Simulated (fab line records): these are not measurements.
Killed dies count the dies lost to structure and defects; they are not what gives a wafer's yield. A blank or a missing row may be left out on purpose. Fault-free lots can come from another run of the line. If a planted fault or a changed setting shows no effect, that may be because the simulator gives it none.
A struck lot beside a sound one ; flow sky130 ; 24 out of 708 route steps
Sound: the wafers L804.1, L804.2, L804.3. Wafers struck: L796.1, L796.2, L796.5. The cause is named last.
Per side, at each step with rows, come the tool, then ch with its chambers, and then its first start. Under that, the readings that differ: sound wafers ; struck wafers ; difference of the means ; sigmas: that difference in standard deviations of wafers without a fault.
alike: words and numbers the same on both sides, and readings whose means are apart by under 2 such deviations; not compared: readings that were withheld, readings missing a value for some wafer, numbers with overlapping values and no deviation given by the record, and bounds like >300 which may hide the same value.
Wherever a step has rows on one side only, a row that says differs or no value, or a row with sigmas, the two part there. Non-overlapping numbers with no deviation appear without sigmas and do not part them. A reading missing from all wafers of one side parts the sides only when that side holds two or more wafers.

first, 3 steps without rows for these wafers: SKY_LDD_LDN_IMPLANT_09; SKY_LDD_LDN_IMPLANT_10; SKY_LDD_LDN_IMPLANT_11.
SKY_LDD_LDN_STRIP_12: strips in O2/N2.
  sound on plasma asher-03 ch 0,1, day 29 08:31; struck on plasma asher-04 ch 0,1, day 25 23:31
  alike: drypump motor current A, oes product au, strip time to endpoint s
  not compared: rf hours counter h
SKY_LDD_LDN_TW_MEAS_13:
  sound on film metro-03 at day 29 08:37; struck on film metro-03 at day 25 23:37
  alike: LDD_LDN_TW
then, 2 steps without rows for these wafers: SKY_LDD_LDN_CLEAN_14 (cleans in SC1/SC2, time 150 s); SKY_SPACER_CVD_00 (deposits Si3N4 from DCS/NH3, target thk 43.1 nm, time 740 s).
SKY_SPACER_THK_MEAS_01:
  sound on film metro-02 at day 29 12:04; struck on film metro-01 at day 26 01:32
  alike: SPACER_CVD_00_THK
SKY_SPACER_ETCHBACK_02: etches Si3N4 in CH3F/O2, stops on SiO2, time 46.7 s, target depth 45 nm.
  sound on rie diel-01 ch 0,2,3, day 29 12:07; struck on rie diel-01 ch 0,2,3, day 26 01:36
reading;sound;struck;difference;sigmas
oes product au (a.u.);0.847 0.855 0.845;0.866 0.864 0.863;+0.015;+3
  alike: drypump motor current A, throttle valve pct
  not compared: rf hours counter h
then, 3 steps without rows for these wafers: SKY_POLY_CUT_DEHYDRATE_00 (time 60 s); SKY_POLY_CUT_HMDS_01 (prime time 60 s); SKY_POLY_CUT_COAT_02 (resist thk 60 nm).
SKY_POLY_CUT_COAT_03: resist thk 450 nm.
  sound on litho track-04 ch 0, day 30 01:00; struck on litho track-03 ch 0, day 26 16:00
reading;sound;struck;difference;sigmas
spin speed rpm (rpm);2999.1 2997.2 3000.1;2858.2 2854.2 2856.0;-142.7;-79
model.KrF-thick_of_POLY_CUT_COAT_03.thk nm (nm);450.7 450.7 449.6;460.6 461.9 460;+10.5;
then, 4 steps without rows for these wafers: SKY_POLY_CUT_SOFTBAKE_04 (time 90 s); SKY_POLY_CUT_EXPOSE_05 (exposes mask NPCM, target cd 270 nm); SKY_POLY_CUT_PEB_06; SKY_POLY_CUT_DEVELOP_07 (develop time 60 s).
SKY_POLY_CUT_CD_MEAS_08: the cd target is 270 nm.
  sound on cd sem-01 at day 30 16:32; struck on cd sem-01 at day 27 06:14
  alike: cd nm
SKY_POLY_CUT_OVL_MEAS_09:
  sound on overlay-01 at day 30 16:40; struck on overlay-02 at day 27 06:22
  alike: POLY_CUT_OVL
SKY_POLY_CUT_ETCH_10: etches BARC in N2/H2, stops on SiO2, time 45.9 s, target depth 60 nm.
  sound on rie diel-04 ch 1,2,3, day 30 16:42; struck on rie diel-02 ch 0,1, day 27 06:23
reading;sound;struck;difference;sigmas
model.KrF-thick_of_POLY_CUT_COAT_03.thk nm (nm);409.1 408.6 408;418.4 420.2 417.9;+10.3;
  alike: drypump motor current A, h2 flow sccm, oes product au, throttle valve pct
  not compared: rf hours counter h
SKY_POLY_CUT_ETCH_11: etches Si3N4 in CF4/CH2F2/Ar, stops on poly-Si, time 42.5 s, target depth 60 nm.
  sound on rie diel-04 ch 0,2,3, day 30 16:44; struck on rie diel-02 ch 0,1, day 27 06:26
  alike: drypump motor current A, oes product au, throttle valve pct
  not compared: rf hours counter h
SKY_POLY_CUT_STRIP_12: strips in O2/N2.
  sound on plasma asher-01 ch 0,1, day 30 16:47; struck on plasma asher-02 ch 0,1, day 27 06:28
reading;sound;struck;difference;sigmas
strip time to endpoint s (s);5.364 5.360 5.359;5.467 5.479 5.464;+0.109;+6
  alike: drypump motor current A, oes product au
  not compared: rf hours counter h
then, 2 steps without rows for these wafers: SKY_SD_P_DEHYDRATE_00 (time 60 s); SKY_PAD_OPEN_PROBE_99.

== WHERE THEY PART ==
First at SKY_SPACER_ETCHBACK_02; last, within this record, at SKY_POLY_CUT_STRIP_12.

WHY: what the simulator had put in
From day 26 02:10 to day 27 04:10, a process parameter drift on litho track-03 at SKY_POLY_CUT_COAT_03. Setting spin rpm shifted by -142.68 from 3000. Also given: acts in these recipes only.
